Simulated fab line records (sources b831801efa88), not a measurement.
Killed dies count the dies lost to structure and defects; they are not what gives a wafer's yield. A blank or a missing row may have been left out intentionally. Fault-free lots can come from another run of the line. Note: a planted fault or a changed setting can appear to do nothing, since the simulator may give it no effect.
Which tool did it? / flow sky130 / Sampling: 14 lots, 42 wafers, 5 of 708 route steps

== WHAT EACH GAUGE READ, for each wafer ==
SKY_VT_ADJUST_LVTN_TW_MEAS_21. Usual: VT_ADJUST_LVTN_2_TW gives 187.5 (standard deviation 2.2).
lot=L494; measured=day 7 21:05; on=filmMetro-02; VT_ADJUST_LVTN_2_TW=185.6 185.4 185.8; flag=
lot=L495; measured=day 8 05:14; on=filmMetro-04; VT_ADJUST_LVTN_2_TW=188.1 189.1 189.0; flag=
lot=L496; measured=day 8 12:38; on=filmMetro-02; VT_ADJUST_LVTN_2_TW=186.7 186.3 185.3; flag=
lot=L497; measured=day 8 14:29; on=filmMetro-03; VT_ADJUST_LVTN_2_TW=186.1 185.5 185.7; flag=
lot=L498; measured=day 8 19:08; on=filmMetro-04; VT_ADJUST_LVTN_2_TW=190.1 189.5 190.9; flag=
lot=L500; measured=day 9 13:41; on=filmMetro-02; VT_ADJUST_LVTN_2_TW=183.8 184.1 184.5; flag=
lot=L501; measured=day 9 18:23; on=filmMetro-04; VT_ADJUST_LVTN_2_TW=190.5 190.6 190.1; flag=
lot=L502; measured=day 10 02:19; on=filmMetro-03; VT_ADJUST_LVTN_2_TW=186.8 185.1 187.1; flag=
lot=L506; measured=day 11 05:02; on=filmMetro-03; VT_ADJUST_LVTN_2_TW=171.3 170.4 170.0; flag=OFF
lot=L509; measured=day 12 06:36; on=filmMetro-04; VT_ADJUST_LVTN_2_TW=175.3 174.3 174.7; flag=OFF
lot=L512; measured=day 12 22:10; on=filmMetro-03; VT_ADJUST_LVTN_2_TW=185.8 185.2 186.1; flag=
lot=L513; measured=day 13 05:27; on=filmMetro-03; VT_ADJUST_LVTN_2_TW=186.1 186.5 186.8; flag=
lot=L514; measured=day 13 10:41; on=filmMetro-04; VT_ADJUST_LVTN_2_TW=190.2 191.8 189.9; flag=
lot=L516; measured=day 14 14:53; on=filmMetro-03; VT_ADJUST_LVTN_2_TW=185.2 185.6 185.3; flag=

SKY_LI_CONTACT_CD_MEAS_12: target cd 170 nm. Usual: 169.6 nm for cdNm, sd 1.7.
lot=L494; measured=day 29 05:56; on=cdSem-02; cdNm (nm)=167.8 168.2 168.0; flag=
lot=L495; measured=day 29 14:35; on=cdSem-01; cdNm (nm)=168.9 167.4 169.4; flag=
lot=L496; measured=day 30 03:59; on=cdSem-01; cdNm (nm)=166.8 167.7 166.4; flag=
lot=L497; measured=day 30 11:31; on=cdSem-02; cdNm (nm)=169.7 170.6 169.9; flag=
lot=L498; measured=day 30 14:29; on=cdSem-01; cdNm (nm)=170.2 172.1 170.1; flag=
lot=L500; measured=day 31 15:13; on=cdSem-01; cdNm (nm)=169.5 170.3 170.9; flag=
lot=L501; measured=day 32 01:54; on=cdSem-01; cdNm (nm)=171.2 170.8 170.5; flag=
lot=L502; measured=day 32 04:55; on=cdSem-01; cdNm (nm)=169.2 167.8 167.5; flag=
lot=L506; measured=day 33 07:57; on=cdSem-02; cdNm (nm)=170.1 171.6 169.9; flag=
lot=L509; measured=day 34 13:55; on=cdSem-02; cdNm (nm)=167.4 168.6 169.1; flag=
lot=L512; measured=day 35 01:05; on=cdSem-01; cdNm (nm)=171.6 171.4 171.9; flag=
lot=L513; measured=day 35 12:59; on=cdSem-02; cdNm (nm)=168.2 169.4 170.4; flag=
lot=L514; measured=day 35 19:11; on=cdSem-02; cdNm (nm)=169.5 169.0 167.8; flag=
lot=L516; measured=day 36 20:24; on=cdSem-02; cdNm (nm)=171.3 171.4 170.6; flag=

SKY_CONTACT_OVL_MEAS_15. Usual: CONTACT_OVL gives 2 nm (standard deviation 4.8).
lot=L494; measured=day 31 17:04; on=overlay-01; CONTACT_OVL (nm)=-1 7 5; flag=
lot=L495; measured=day 32 00:49; on=overlay-01; CONTACT_OVL (nm)=-5 -4 -3; flag=
lot=L496; measured=day 32 13:04; on=overlay-02; CONTACT_OVL (nm)=1 0 5; flag=
lot=L497; measured=day 32 21:55; on=overlay-01; CONTACT_OVL (nm)=2 0 4; flag=
lot=L498; measured=day 32 23:40; on=overlay-02; CONTACT_OVL (nm)=3 4 -1; flag=
lot=L500; measured=day 33 23:28; on=overlay-02; CONTACT_OVL (nm)=7 5 0; flag=
lot=L501; measured=day 34 10:25; on=overlay-02; CONTACT_OVL (nm)=4 7 1; flag=
lot=L502; measured=day 34 12:08; on=overlay-01; CONTACT_OVL (nm)=1 1 -1; flag=
lot=L506; measured=day 35 15:50; on=overlay-02; CONTACT_OVL (nm)=3 -3 -1; flag=
lot=L509; measured=day 36 22:22; on=overlay-02; CONTACT_OVL (nm)=-2 5 2; flag=
lot=L512; measured=day 37 08:55; on=overlay-02; CONTACT_OVL (nm)=5 -6 7; flag=
lot=L513; measured=day 37 20:00; on=overlay-02; CONTACT_OVL (nm)=8 8 4; flag=
lot=L514; measured=day 38 01:31; on=overlay-02; CONTACT_OVL (nm)=2 0 4; flag=
lot=L516; measured=day 39 03:01; on=overlay-02; CONTACT_OVL (nm)=-2 8 5; flag=

SKY_CONTACT_THK_MEAS_26: measures by xrf. Usual: CONTACT_W_THK gives 339 nm (standard deviation 6.4).
lot=L494; measured=day 31 18:43; on=filmMetro-01; CONTACT_W_THK (nm)=344 339 341; flag=
lot=L495; measured=day 32 01:58; on=filmMetro-04; CONTACT_W_THK (nm)=329 333 328; flag=
lot=L496; measured=day 32 14:07; on=filmMetro-02; CONTACT_W_THK (nm)=342 335 332; flag=
lot=L497; measured=day 32 23:23; on=filmMetro-01; CONTACT_W_THK (nm)=329 335 332; flag=
lot=L498; measured=day 33 00:43; on=filmMetro-01; CONTACT_W_THK (nm)=336 334 334; flag=
lot=L500; measured=day 34 00:34; on=filmMetro-02; CONTACT_W_THK (nm)=356 352 349; flag=
lot=L501; measured=day 34 11:28; on=filmMetro-01; CONTACT_W_THK (nm)=336 345 333; flag=
lot=L502; measured=day 34 13:15; on=filmMetro-04; CONTACT_W_THK (nm)=338 340 340; flag=
lot=L506; measured=day 35 16:53; on=filmMetro-01; CONTACT_W_THK (nm)=328 339 342; flag=
lot=L509; measured=day 36 23:26; on=filmMetro-04; CONTACT_W_THK (nm)=331 339 336; flag=
lot=L512; measured=day 37 10:25; on=filmMetro-01; CONTACT_W_THK (nm)=340 328 329; flag=
lot=L513; measured=day 37 21:07; on=filmMetro-04; CONTACT_W_THK (nm)=332 342 340; flag=
lot=L514; measured=day 38 02:34; on=filmMetro-02; CONTACT_W_THK (nm)=340 340 344; flag=
lot=L516; measured=day 39 04:07; on=filmMetro-01; CONTACT_W_THK (nm)=344 334 343; flag=

== WHAT TOOL EACH LOT RAN ON (gives the tool, then ch and the chambers of the sampled wafers, and finally the start) ==
lot=L494; SKY_VT_ADJUST_LVTN_IMPLANT_19=implanter-01 ch 0, day 7 20:50
lot=L495; SKY_VT_ADJUST_LVTN_IMPLANT_19=implanter-01 ch 0, day 8 04:59
lot=L496; SKY_VT_ADJUST_LVTN_IMPLANT_19=implanter-03 ch 0, day 8 12:23
lot=L497; SKY_VT_ADJUST_LVTN_IMPLANT_19=implanter-01 ch 0, day 8 14:15
lot=L498; SKY_VT_ADJUST_LVTN_IMPLANT_19=implanter-04 ch 0, day 8 18:53
lot=L500; SKY_VT_ADJUST_LVTN_IMPLANT_19=implanter-01 ch 0, day 9 13:27
lot=L501; SKY_VT_ADJUST_LVTN_IMPLANT_19=implanter-04 ch 0, day 9 18:08
lot=L502; SKY_VT_ADJUST_LVTN_IMPLANT_19=implanter-04 ch 0, day 10 02:06
lot=L506; SKY_VT_ADJUST_LVTN_IMPLANT_19=implanter-04 ch 0, day 11 04:48
lot=L509; SKY_VT_ADJUST_LVTN_IMPLANT_19=implanter-04 ch 0, day 12 06:23
lot=L512; SKY_VT_ADJUST_LVTN_IMPLANT_19=implanter-03 ch 0, day 12 21:56
lot=L513; SKY_VT_ADJUST_LVTN_IMPLANT_19=implanter-01 ch 0, day 13 05:14
lot=L514; SKY_VT_ADJUST_LVTN_IMPLANT_19=implanter-01 ch 0, day 13 10:26
lot=L516; SKY_VT_ADJUST_LVTN_IMPLANT_19=implanter-01 ch 0, day 14 14:38
- SKY_VT_ADJUST_LVTN_IMPLANT_19

== WHAT THE TOOLS THEMSELVES READ (means of the sampled wafers that have a number; where no wafer has one, the mark that the record gives instead) ==
SKY_VT_ADJUST_LVTN_IMPLANT_19. Usual: doseIonsCm2 6.502e+11, standard deviation 7.2e+08; faradayCurrentUA 3.68, standard deviation 0.073.
lot=L494 tool=implanter-01 doseIonsCm2=6.510e+11 faradayCurrentUA=3.65 flag=
lot=L495 tool=implanter-01 doseIonsCm2=6.498e+11 faradayCurrentUA=3.71 flag=
lot=L496 tool=implanter-03 doseIonsCm2=6.496e+11 faradayCurrentUA=3.66 flag=
lot=L497 tool=implanter-01 doseIonsCm2=6.503e+11 faradayCurrentUA=3.69 flag=
lot=L498 tool=implanter-04 doseIonsCm2=6.493e+11 faradayCurrentUA=3.71 flag=
lot=L500 tool=implanter-01 doseIonsCm2=6.500e+11 faradayCurrentUA=3.70 flag=
lot=L501 tool=implanter-04 doseIonsCm2=6.501e+11 faradayCurrentUA=3.70 flag=
lot=L502 tool=implanter-04 doseIonsCm2=6.505e+11 faradayCurrentUA=3.70 flag=
lot=L506 tool=implanter-04 doseIonsCm2=4.686e+11 faradayCurrentUA=2.66 flag=OFF
lot=L509 tool=implanter-04 doseIonsCm2=4.691e+11 faradayCurrentUA=2.67 flag=OFF
lot=L512 tool=implanter-03 doseIonsCm2=6.501e+11 faradayCurrentUA=3.66 flag=
lot=L513 tool=implanter-01 doseIonsCm2=6.500e+11 faradayCurrentUA=3.65 flag=
lot=L514 tool=implanter-01 doseIonsCm2=6.507e+11 faradayCurrentUA=3.74 flag=
lot=L516 tool=implanter-01 doseIonsCm2=6.500e+11 faradayCurrentUA=3.74 flag=

== THE ANSWER, worked out from the rows above alone ==
Rule: lot off if the mean of its wafers having a number is beyond 3 standard deviations from the usual mean. A lot without any number at a reading at which 4 lots or more have one is off too. Where the step has rows for the other lots, those lots are counted as sound. Order of review: gauges by route order, followed by the tools' own readings, for which a lot's mean as printed above is used. At the first step where some lot is off, the reading lying furthest off is the one used; lots without a number count as furthest.
Off: at SKY_VT_ADJUST_LVTN_TW_MEAS_21 (VT_ADJUST_LVTN_2_TW), L506, L509.
A tool fits if, at a process step before that reading, it ran every lot that is off, and no sound lot after the first of them. The gauges at SKY_VT_ADJUST_LVTN_TW_MEAS_21 aren't tried: what is off there is off at SKY_VT_ADJUST_LVTN_IMPLANT_19 too, on other tools, and a gauge's error can't cause that. One fits: SKY_VT_ADJUST_LVTN_IMPLANT_19 on implanter-04. A fault onset in the window from L502 (day 10 02:06, its last sound lot) to L506 (day 11 04:48, its first lot off) fits.
The tool's own readings at SKY_VT_ADJUST_LVTN_IMPLANT_19 bear it out: on the lots that are off they differ by more than 5 times the standard deviation of the sound lots' means. doseIonsCm2 reads 4.688e+11 there against 6.501e+11 on the sound lots; faradayCurrentUA reads 2.67 there against 3.69 on the sound lots.

== WHAT THE SIMULATOR HAD INSERTED ==
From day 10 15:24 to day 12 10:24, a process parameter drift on implanter-04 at SKY_VT_ADJUST_LVTN_IMPLANT_19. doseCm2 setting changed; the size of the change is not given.
Struck lots among those shown: L506, L509. Same finding as the rule above.
